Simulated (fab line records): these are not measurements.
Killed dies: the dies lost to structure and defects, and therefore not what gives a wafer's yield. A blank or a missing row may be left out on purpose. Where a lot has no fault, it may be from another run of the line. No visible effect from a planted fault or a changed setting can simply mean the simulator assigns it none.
Which tool is to blame? || flow sky130 || 39 wafers from 13 lots sampled at 4 of the route's 708 steps

WHAT THE GAUGES READ, wafer by wafer
SKY_VIA1_OVL_MEAS_13.
{"lot": "L969", "measured": "day 33 20:32", "on": "overlay-02", "VIA1_OVL (nm)": "-2 2 6"}
{"lot": "L970", "measured": "day 34 04:08", "on": "overlay-02", "VIA1_OVL (nm)": "1 -3 -4"}
{"lot": "L972", "measured": "day 35 00:21", "on": "overlay-01", "VIA1_OVL (nm)": "7 3 4"}
{"lot": "L974", "measured": "day 35 19:25", "on": "overlay-02", "VIA1_OVL (nm)": "13 13 11"}
{"lot": "L975", "measured": "day 36 01:54", "on": "overlay-02", "VIA1_OVL (nm)": "10 6 14"}
{"lot": "L976", "measured": "day 36 02:38", "on": "overlay-01", "VIA1_OVL (nm)": "0 3 1"}
{"lot": "L978", "measured": "day 36 16:21", "on": "overlay-01", "VIA1_OVL (nm)": "-8 -3 -3"}
{"lot": "L979", "measured": "day 36 22:15", "on": "overlay-01", "VIA1_OVL (nm)": "14 5 14"}
{"lot": "L980", "measured": "day 37 10:13", "on": "overlay-01", "VIA1_OVL (nm)": "-5 -4 -2"}
{"lot": "L981", "measured": "day 37 14:48", "on": "overlay-01", "VIA1_OVL (nm)": "-3 4 -1"}
{"lot": "L982", "measured": "day 37 20:21", "on": "overlay-02", "VIA1_OVL (nm)": "3 6 4"}
{"lot": "L983", "measured": "day 38 06:51", "on": "overlay-02", "VIA1_OVL (nm)": "0 -5 -2"}
{"lot": "L985", "measured": "day 39 09:35", "on": "overlay-02", "VIA1_OVL (nm)": "5 1 0"}

SKY_VIA2_RS_MEAS_22: a four-point-probe measurement.
{"lot": "L969", "measured": "day 36 05:20", "on": "film metro-04", "VIA2_W_RS (ohm/sq)": "0.270 0.271 0.269"}
{"lot": "L970", "measured": "day 36 12:31", "on": "film metro-04", "VIA2_W_RS (ohm/sq)": "0.272 0.273 0.273"}
{"lot": "L972", "measured": "day 37 07:56", "on": "film metro-03", "VIA2_W_RS (ohm/sq)": "0.274 0.276 0.275"}
{"lot": "L974", "measured": "day 38 03:45", "on": "film metro-04", "VIA2_W_RS (ohm/sq)": "0.269 0.269 0.268"}
{"lot": "L975", "measured": "day 38 09:49", "on": "film metro-01", "VIA2_W_RS (ohm/sq)": "0.274 0.274 0.274"}
{"lot": "L976", "measured": "day 38 10:50", "on": "film metro-04", "VIA2_W_RS (ohm/sq)": "0.272 0.270 0.272"}
{"lot": "L978", "measured": "day 38 23:21", "on": "film metro-01", "VIA2_W_RS (ohm/sq)": "0.272 0.274 0.274"}
{"lot": "L979", "measured": "day 39 06:57", "on": "film metro-04", "VIA2_W_RS (ohm/sq)": "0.271 0.272 0.266"}
{"lot": "L980", "measured": "day 39 16:13", "on": "film metro-03", "VIA2_W_RS (ohm/sq)": "0.271 0.271 0.271"}
{"lot": "L981", "measured": "day 39 21:09", "on": "film metro-03", "VIA2_W_RS (ohm/sq)": "0.269 0.267 0.265"}
{"lot": "L982", "measured": "day 40 02:36", "on": "film metro-01", "VIA2_W_RS (ohm/sq)": "0.271 0.271 0.272"}
{"lot": "L983", "measured": "day 40 13:32", "on": "film metro-01", "VIA2_W_RS (ohm/sq)": "0.272 0.271 0.270"}
{"lot": "L985", "measured": "day 41 15:40", "on": "film metro-04", "VIA2_W_RS (ohm/sq)": "0.271 0.271 0.272"}

EACH LOT AND THE TOOL THAT RAN IT (in order: tool; ch and the chambers of the sampled wafers; start)
{"lot": "L969", "SKY_VIA2_CMP_02": "cmp-01 ch 0,1,3, day 35 02:01", "SKY_VIA2_ETCH_15": "rie diel-01 ch 1,2, day 36 04:20"}
{"lot": "L970", "SKY_VIA2_CMP_02": "cmp-01 ch 0,2,3, day 35 08:51", "SKY_VIA2_ETCH_15": "rie diel-01 ch 0,3, day 36 11:29"}
{"lot": "L972", "SKY_VIA2_CMP_02": "cmp-02 ch 0,1,3, day 36 04:48", "SKY_VIA2_ETCH_15": "rie diel-03 ch 1,2,3, day 37 07:05"}
{"lot": "L974", "SKY_VIA2_CMP_02": "cmp-01 ch 0,1,2, day 36 23:56", "SKY_VIA2_ETCH_15": "rie diel-01 ch 1,2,3, day 38 02:53"}
{"lot": "L975", "SKY_VIA2_CMP_02": "cmp-01 ch 1,2,3, day 37 06:31", "SKY_VIA2_ETCH_15": "rie diel-01 ch 0,1,2, day 38 08:56"}
{"lot": "L976", "SKY_VIA2_CMP_02": "cmp-01 ch 0,1,2, day 37 07:34", "SKY_VIA2_ETCH_15": "rie diel-04 ch 0,2,3, day 38 09:55"}
{"lot": "L978", "SKY_VIA2_CMP_02": "cmp-01 ch 0,3, day 37 21:03", "SKY_VIA2_ETCH_15": "rie diel-04 ch 1,2, day 38 22:29"}
{"lot": "L979", "SKY_VIA2_CMP_02": "cmp-01 ch 0,1,2, day 38 04:58", "SKY_VIA2_ETCH_15": "rie diel-03 ch 0,1,2, day 39 06:05"}
{"lot": "L980", "SKY_VIA2_CMP_02": "cmp-01 ch 0,3, day 38 14:01", "SKY_VIA2_ETCH_15": "rie diel-04 ch 0,2, day 39 15:20"}
{"lot": "L981", "SKY_VIA2_CMP_02": "cmp-01 ch 0,1, day 38 19:22", "SKY_VIA2_ETCH_15": "rie diel-04 ch 1,2,3, day 39 20:16"}
{"lot": "L982", "SKY_VIA2_CMP_02": "cmp-01 ch 1,3, day 39 00:14", "SKY_VIA2_ETCH_15": "rie diel-04 ch 1,3, day 40 01:44"}
{"lot": "L983", "SKY_VIA2_CMP_02": "cmp-02 ch 0,2,3, day 39 10:33", "SKY_VIA2_ETCH_15": "rie diel-04 ch 1,2, day 40 12:07"}
{"lot": "L985", "SKY_VIA2_CMP_02": "cmp-01 ch 1,2,3, day 40 13:13", "SKY_VIA2_ETCH_15": "rie diel-01 ch 0,1,2, day 41 14:47"}
- SKY_VIA2_CMP_02: polishes SiO2.
- SKY_VIA2_ETCH_15: etches SiO2 in C4F8/O2/Ar, stops on TiN, target depth 546 nm, time 84 s.

WHAT THE TOOLS THEMSELVES READ (means of the sampled wafers that have a number; where no wafer has one, the mark that the record gives instead)
SKY_VIA2_CMP_02.
{"lot": "L969", "tool": "cmp-01", "motor current A (A)": 11.6}
{"lot": "L970", "tool": "cmp-01", "motor current A (A)": 11.4}
{"lot": "L972", "tool": "cmp-02", "motor current A (A)": 11.7}
{"lot": "L974", "tool": "cmp-01", "motor current A (A)": 12.0}
{"lot": "L975", "tool": "cmp-01", "motor current A (A)": 11.7}
{"lot": "L976", "tool": "cmp-01", "motor current A (A)": 11.9}
{"lot": "L978", "tool": "cmp-01", "motor current A (A)": 11.0}
{"lot": "L979", "tool": "cmp-01", "motor current A (A)": 11.7}
{"lot": "L980", "tool": "cmp-01", "motor current A (A)": 11.0}
{"lot": "L981", "tool": "cmp-01", "motor current A (A)": 12.0}
{"lot": "L982", "tool": "cmp-01", "motor current A (A)": 11.6}
{"lot": "L983", "tool": "cmp-02", "motor current A (A)": 11.5}
{"lot": "L985", "tool": "cmp-01", "motor current A (A)": 11.8}

SKY_VIA2_ETCH_15.
{"lot": "L969", "tool": "rie diel-01", "oes product au (a.u.)": 0.940}
{"lot": "L970", "tool": "rie diel-01", "oes product au (a.u.)": 0.938}
{"lot": "L972", "tool": "rie diel-03", "oes product au (a.u.)": 0.944}
{"lot": "L974", "tool": "rie diel-01", "oes product au (a.u.)": 0.943}
{"lot": "L975", "tool": "rie diel-01", "oes product au (a.u.)": 0.935}
{"lot": "L976", "tool": "rie diel-04", "oes product au (a.u.)": 0.938}
{"lot": "L978", "tool": "rie diel-04", "oes product au (a.u.)": 0.941}
{"lot": "L979", "tool": "rie diel-03", "oes product au (a.u.)": 0.940}
{"lot": "L980", "tool": "rie diel-04", "oes product au (a.u.)": 0.943}
{"lot": "L981", "tool": "rie diel-04", "oes product au (a.u.)": 0.942}
{"lot": "L982", "tool": "rie diel-04", "oes product au (a.u.)": 0.943}
{"lot": "L983", "tool": "rie diel-04", "oes product au (a.u.)": 0.939}
{"lot": "L985", "tool": "rie diel-01", "oes product au (a.u.)": 0.959}

THE ANSWER, worked out from the rows above alone
Rule: usual is defined by the lots themselves. Put in order of their means at a reading, lots are off if they are a third of the lots or fewer, leave a main group of 4 or more, and stand apart from it by a gap of 3 or more times the standard deviation of the main group's means; of several such gaps the widest counts. A main group whose means are all the same, to the digits that the tables above print for the reading, isn't used. A lot without any number at a reading at which 4 lots or more have one is off too. Any other lot the step has rows for is counted as sound. Order of review: gauges by route order, followed by the tools' own readings, for which a lot's mean as printed above is used. At the first step where some lot is off, the reading lying furthest off is the one used; lots without a number count as furthest.
Off, at SKY_VIA2_ETCH_15 on oes product au: L985. The main group has a mean of 0.941 a.u. with a standard deviation of 0.0026.
A tool fits if, at that step or a process step before it, it ran every lot that is off, and no sound lot after the first of them. Can't be told from this: 2 tools fit, cmp-01 at SKY_VIA2_CMP_02, rie diel-01 at SKY_VIA2_ETCH_15.

WHAT HAD BEEN PUT IN BY THE SIMULATOR
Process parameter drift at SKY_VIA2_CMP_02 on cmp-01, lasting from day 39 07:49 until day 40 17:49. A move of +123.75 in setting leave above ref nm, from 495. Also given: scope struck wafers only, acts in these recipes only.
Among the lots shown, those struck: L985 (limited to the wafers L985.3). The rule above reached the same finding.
